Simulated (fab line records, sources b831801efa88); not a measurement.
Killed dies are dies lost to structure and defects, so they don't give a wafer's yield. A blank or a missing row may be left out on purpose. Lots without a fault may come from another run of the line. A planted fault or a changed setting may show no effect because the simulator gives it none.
Problem report in the 8D (eight disciplines) form, filled by code | flow gf180mcu | the parts of the form that need people (team, actions taken, sign-off) are left out

1. THE PROBLEM
developer_temp_C at GF_PSD_DEVELOP_06 reads a mean of 23.95 C on 6 wafers of 2 lots; wafers without a fault read 22.99 C with a standard deviation of 0.1. That is +9.6 standard deviations from the usual mean.
The step: develop time 60 s.
First seen on wafer L170.2, day 18 16:50, on litho_track-03. The record holds 42 wafers of 14 lots with a number at this step. Rule for "out", or "out of limits": more than 4 standard deviations from the usual mean. The other wafers with a number count as sound.

2. WHAT IT IS AND WHAT IT IS NOT
question                    | is                     | is not
which readings at this step | developer_temp_C       | -
which lots                  | L170, L172             | L158, L160, L161, L163, L164, L165, L168, L169, L171, L178, L180, L181
which wafers of those lots  | all that have a number | -
read on which tools         | litho_track-03         | litho_track-01, litho_track-02
when                        | from day 18 16:50      | up to then (24 sound wafers); but 12 sound wafers of L171, L178, L180, L181 came after

3. SUSPECTS, AND WHAT RULES EACH OUT
Counting: a tool at a process step up to the reading stays a suspect if it ran every lot that is out and no sound lot after the first of them.
- litho_track-03 at GF_PSD_DEVELOP_06 (develop time 60 s): ruled out as a lasting fault. Sound lots L180 ran on it after its first lot that is out, L170 (day 18 16:50).
Left after counting: nothing in the record.

4. THE CAUSE (what the simulator had put in)
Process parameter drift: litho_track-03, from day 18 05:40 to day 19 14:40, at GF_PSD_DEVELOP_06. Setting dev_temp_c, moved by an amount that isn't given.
Counting ruled it out, wrongly.

5. THE CHAIN OF EFFECTS, in route order
Each row: a reading whose mean over the struck wafers that have a number lies more than 3 standard deviations from the usual. Only readings for which the record gives a usual standard deviation are gone through. hours: the time from each lot's start at the first step in this table that gives one to its start at this step, as a median over the lots. sigmas: the change in usual standard deviations.
hours | step              | reading          | usual   | on struck wafers | change | sigmas
0     | GF_PSD_DEVELOP_06 | developer_temp_C | 22.99 C | 23.95            | +0.96  | +9.6
The process steps in it:
- GF_PSD_DEVELOP_06: develop time 60 s.

6. WHAT WOULD HAVE CAUGHT IT SOONER
In this record the first reading out of limits was taken at day 18 16:50, 11 hours after the fault began at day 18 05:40.
